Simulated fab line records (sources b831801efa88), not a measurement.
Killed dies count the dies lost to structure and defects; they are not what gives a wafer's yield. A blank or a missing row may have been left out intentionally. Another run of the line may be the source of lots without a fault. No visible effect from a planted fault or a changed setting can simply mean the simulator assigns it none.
Which tool is to blame? / flow sky130 / 12 lots with 36 wafers sampled at 5 steps, on a route of 708 steps

WHAT THE GAUGES READ, wafer by wafer
SKY_LI_CONTACT_BOW_MEAS_03.
lot=L822; measured=day 27 19:45; on=film-metro-03; LI_CONTACT_BOW (um)=60 64 53
lot=L823; measured=day 28 02:31; on=film-metro-01; LI_CONTACT_BOW (um)=61 56 49
lot=L825; measured=day 29 01:01; on=film-metro-03; LI_CONTACT_BOW (um)=60 51 60
lot=L826; measured=day 29 05:28; on=film-metro-01; LI_CONTACT_BOW (um)=57 63 63
lot=L828; measured=day 30 10:37; on=film-metro-03; LI_CONTACT_BOW (um)=54 48 58
lot=L830; measured=day 31 09:13; on=film-metro-04; LI_CONTACT_BOW (um)=54 55 56
lot=L836; measured=day 33 01:59; on=film-metro-01; LI_CONTACT_BOW (um)=60 66 59
lot=L840; measured=day 34 04:35; on=film-metro-01; LI_CONTACT_BOW (um)=68 59 55
lot=L841; measured=day 34 12:37; on=film-metro-01; LI_CONTACT_BOW (um)=46 43 59
lot=L843; measured=day 35 07:13; on=film-metro-04; LI_CONTACT_BOW (um)=50 56 57
lot=L845; measured=day 36 00:02; on=film-metro-01; LI_CONTACT_BOW (um)=62 67 53
lot=L844; measured=day 36 00:38; on=film-metro-03; LI_CONTACT_BOW (um)=51 71 61

SKY_CONTACT_BOW_MEAS_05.
lot=L822; measured=day 30 07:30; on=film-metro-02; CONTACT_BOW (um)=88 91 79
lot=L823; measured=day 30 14:38; on=film-metro-03; CONTACT_BOW (um)=85 81 73
lot=L825; measured=day 31 12:45; on=film-metro-03; CONTACT_BOW (um)=87 78 86
lot=L826; measured=day 31 18:19; on=film-metro-02; CONTACT_BOW (um)=82 90 89
lot=L828; measured=day 32 23:33; on=film-metro-03; CONTACT_BOW (um)=78 74 83
lot=L830; measured=day 33 19:26; on=film-metro-03; CONTACT_BOW (um)=82 85 85
lot=L836; measured=day 35 10:47; on=film-metro-01; CONTACT_BOW (um)=89 92 87
lot=L840; measured=day 36 11:39; on=film-metro-01; CONTACT_BOW (um)=78 69 65
lot=L841; measured=day 36 19:50; on=film-metro-02; CONTACT_BOW (um)=55 53 69
lot=L843; measured=day 37 14:50; on=film-metro-02; CONTACT_BOW (um)=76 83 84
lot=L845; measured=day 38 07:36; on=film-metro-02; CONTACT_BOW (um)=90 94 80
lot=L844; measured=day 38 08:10; on=film-metro-02; CONTACT_BOW (um)=80 100 90

SKY_CONTACT_OVL_MEAS_15.
lot=L822; measured=day 31 11:52; on=overlay-01; CONTACT_OVL (nm)=0 -1 -6
lot=L823; measured=day 31 18:35; on=overlay-02; CONTACT_OVL (nm)=-5 -3 0
lot=L825; measured=day 32 16:56; on=overlay-02; CONTACT_OVL (nm)=0 1 -6
lot=L826; measured=day 32 22:38; on=overlay-02; CONTACT_OVL (nm)=-5 -2 -3
lot=L828; measured=day 34 02:50; on=overlay-01; CONTACT_OVL (nm)=-1 -1 2
lot=L830; measured=day 34 22:08; on=overlay-02; CONTACT_OVL (nm)=-13 -15 -5
lot=L836; measured=day 36 13:53; on=overlay-01; CONTACT_OVL (nm)=-6 -14 -11
lot=L840; measured=day 37 13:56; on=overlay-01; CONTACT_OVL (nm)=2 -5 -3
lot=L841; measured=day 37 22:29; on=overlay-01; CONTACT_OVL (nm)=5 3 4
lot=L843; measured=day 38 17:14; on=overlay-01; CONTACT_OVL (nm)=4 6 5
lot=L845; measured=day 39 08:54; on=overlay-02; CONTACT_OVL (nm)=-5 -4 -7
lot=L844; measured=day 39 09:14; on=overlay-01; CONTACT_OVL (nm)=4 9 7

WHAT TOOL EACH LOT RAN ON (gives the tool, then ch and the chambers of the sampled wafers, and finally the start)
lot=L822; SKY_LI_CONTACT_SPUTTER_19=pvd-sputter-04, day 29 00:51; SKY_CONTACT_HDPCVD_02=hdpcvd-01 ch 0,2, day 30 07:04
lot=L823; SKY_LI_CONTACT_SPUTTER_19=pvd-sputter-01, day 29 07:30; SKY_CONTACT_HDPCVD_02=hdpcvd-02 ch 1,2, day 30 14:11
lot=L825; SKY_LI_CONTACT_SPUTTER_19=pvd-sputter-01, day 30 05:49; SKY_CONTACT_HDPCVD_02=hdpcvd-02 ch 0,1,2, day 31 12:18
lot=L826; SKY_LI_CONTACT_SPUTTER_19=pvd-sputter-03, day 30 10:34; SKY_CONTACT_HDPCVD_02=hdpcvd-01 ch 0,1, day 31 17:53
lot=L828; SKY_LI_CONTACT_SPUTTER_19=pvd-sputter-04, day 31 17:14; SKY_CONTACT_HDPCVD_02=hdpcvd-01 ch 0,1,2, day 32 23:07
lot=L830; SKY_LI_CONTACT_SPUTTER_19=pvd-sputter-04, day 32 14:18; SKY_CONTACT_HDPCVD_02=hdpcvd-01 ch 0,1,2, day 33 18:59
lot=L836; SKY_LI_CONTACT_SPUTTER_19=pvd-sputter-03, day 34 05:30; SKY_CONTACT_HDPCVD_02=hdpcvd-02 ch 0,1,2, day 35 10:22
lot=L840; SKY_LI_CONTACT_SPUTTER_19=pvd-sputter-01, day 35 07:07; SKY_CONTACT_HDPCVD_02=hdpcvd-01 ch 1,2, day 36 11:13
lot=L841; SKY_LI_CONTACT_SPUTTER_19=pvd-sputter-04, day 35 15:39; SKY_CONTACT_HDPCVD_02=hdpcvd-02 ch 0,1,2, day 36 19:25
lot=L843; SKY_LI_CONTACT_SPUTTER_19=pvd-sputter-03, day 36 09:48; SKY_CONTACT_HDPCVD_02=hdpcvd-02 ch 0,1,2, day 37 14:22
lot=L845; SKY_LI_CONTACT_SPUTTER_19=pvd-sputter-03, day 37 03:13; SKY_CONTACT_HDPCVD_02=hdpcvd-02 ch 1,2, day 38 07:08
lot=L844; SKY_LI_CONTACT_SPUTTER_19=pvd-sputter-01, day 37 03:33; SKY_CONTACT_HDPCVD_02=hdpcvd-01 ch 0,1, day 38 07:44
- SKY_LI_CONTACT_SPUTTER_19: material Ti, target thk 20 nm, time 106.37 s.
- SKY_CONTACT_HDPCVD_02: deposits SiO2, target thk 565 nm, time 94.2 s.

WHAT THE TOOLS THEMSELVES READ (means of the sampled wafers that have a number; where no wafer has one, the mark that the record gives instead)
SKY_LI_CONTACT_SPUTTER_19.
lot=L822; tool=pvd-sputter-04; throttle-valve-pct (%)=30.5
lot=L823; tool=pvd-sputter-01; throttle-valve-pct (%)=30.8
lot=L825; tool=pvd-sputter-01; throttle-valve-pct (%)=31.3
lot=L826; tool=pvd-sputter-03; throttle-valve-pct (%)=30.2
lot=L828; tool=pvd-sputter-04; throttle-valve-pct (%)=29.6
lot=L830; tool=pvd-sputter-04; throttle-valve-pct (%)=29.2
lot=L836; tool=pvd-sputter-03; throttle-valve-pct (%)=30.7
lot=L840; tool=pvd-sputter-01; throttle-valve-pct (%)=29.8
lot=L841; tool=pvd-sputter-04; throttle-valve-pct (%)=30.7
lot=L843; tool=pvd-sputter-03; throttle-valve-pct (%)=29.4
lot=L845; tool=pvd-sputter-03; throttle-valve-pct (%)=30.1
lot=L844; tool=pvd-sputter-01; throttle-valve-pct (%)=31.5

SKY_CONTACT_HDPCVD_02.
lot=L822; tool=hdpcvd-01; pressure-mtorr (mTorr)=6.012; run-length-s (s)=122.3
lot=L823; tool=hdpcvd-02; pressure-mtorr (mTorr)=6.001; run-length-s (s)=121.9
lot=L825; tool=hdpcvd-02; pressure-mtorr (mTorr)=5.998; run-length-s (s)=121.8
lot=L826; tool=hdpcvd-01; pressure-mtorr (mTorr)=6.009; run-length-s (s)=122.5
lot=L828; tool=hdpcvd-01; pressure-mtorr (mTorr)=6.000; run-length-s (s)=122.4
lot=L830; tool=hdpcvd-01; pressure-mtorr (mTorr)=6.003; run-length-s (s)=122.2
lot=L836; tool=hdpcvd-02; pressure-mtorr (mTorr)=5.992; run-length-s (s)=122.5
lot=L840; tool=hdpcvd-01; pressure-mtorr (mTorr)=-; run-length-s (s)=-
lot=L841; tool=hdpcvd-02; pressure-mtorr (mTorr)=-; run-length-s (s)=-
lot=L843; tool=hdpcvd-02; pressure-mtorr (mTorr)=5.994; run-length-s (s)=121.8
lot=L845; tool=hdpcvd-02; pressure-mtorr (mTorr)=5.996; run-length-s (s)=122.2
lot=L844; tool=hdpcvd-01; pressure-mtorr (mTorr)=6.009; run-length-s (s)=122.4

THE ANSWER, worked out from the rows above alone
Rule: usual is defined by the lots themselves. The widest of any qualifying gaps counts: lots, ordered by their means at a reading, are off when they make up no more than a third of the lots, leave a main group of 4 or more, and stand apart from it by 3 or more times the standard deviation of that group's means. A main group is skipped when, at the precision printed for the reading in the tables above, its means are all equal. Also off: a lot with no number at a reading for which 4 or more lots have one. Where the step has rows for the other lots, those lots are counted as sound. First the gauges in route order, then the tools' own readings, where a lot's mean is used as printed above. The first step at which some lot is off is used, and at that step the reading that is off furthest; a lot without a number counts as furthest.
Off: L840, L841, at SKY_CONTACT_HDPCVD_02 (pressure-mtorr). Without a number there: L840, L841. For the main group the mean is 6.001 mTorr and the standard deviation 0.0065.
If a tool, at that step or one of the process steps before it, ran each lot that is off and ran no sound lot following the first of them, it fits. Not one of the candidates tried fits.

WHAT THE SIMULATOR PUT IN
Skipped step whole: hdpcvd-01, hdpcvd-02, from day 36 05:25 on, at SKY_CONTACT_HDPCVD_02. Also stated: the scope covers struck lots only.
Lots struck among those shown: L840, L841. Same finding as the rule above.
